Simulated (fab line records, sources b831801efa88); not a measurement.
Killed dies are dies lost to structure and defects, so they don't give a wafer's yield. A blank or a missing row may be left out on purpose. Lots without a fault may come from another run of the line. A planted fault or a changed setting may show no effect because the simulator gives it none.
Which tool did it? | flow sky130 | 12 lots, 36 wafers sampled, at 1 step of a route of 708

WHAT THE GAUGES READ, wafer by wafer
SKY_VIA2_RS_MEAS_22: measures by four-point-probe.
lot  | measured     | on            | VIA2_W_RS (ohm/sq)
L075 | day 37 10:13 | film_metro-02 | 0.2735 0.2709 0.2758
L076 | day 37 12:44 | film_metro-01 | 0.2743 0.2719 0.2710
L079 | day 39 07:47 | film_metro-04 | 0.2758 0.2776 0.2776
L081 | day 39 09:26 | film_metro-01 | 0.2765 0.2768 0.2775
L084 | day 39 17:05 | film_metro-01 | 0.2689 0.2733 0.2772
L085 | day 39 20:52 | film_metro-04 | 0.2755 0.2693 0.2717
L087 | day 40 07:23 | film_metro-02 | 0.2716 0.2734 0.2678
L089 | day 40 19:40 | film_metro-04 | 0.2724 0.2743 0.2706
L091 | day 41 14:24 | film_metro-01 | 0.2768 0.2765 0.2746
L093 | day 42 09:09 | film_metro-02 | 0.2708 0.2727 0.2697
L095 | day 42 20:42 | film_metro-04 | 0.2735 0.2776 0.2752
L097 | day 43 06:05 | film_metro-01 | 0.2771 0.2768 0.2737

WHICH TOOL RAN EACH LOT (tool, then ch and the chambers of the sampled wafers, then the start)
The record holds no process step before these readings.

THE ANSWER, worked out from the rows above alone
Rule: what is usual is taken from the lots themselves. Put in order of their means at a reading, lots are off if they are a third of the lots or fewer, leave a main group of 4 or more, and stand apart from it by a gap of 3 or more times the standard deviation of the main group's means; of several such gaps the widest counts. A main group whose means are all the same, to the digits that the tables above print for the reading, isn't used. A lot without any number at a reading at which 4 lots or more have one is off too. The other lots that the step has rows for count as sound.
No lot is off at any reading shown: from this, nothing can be told.

WHAT THE SIMULATOR HAD PUT IN
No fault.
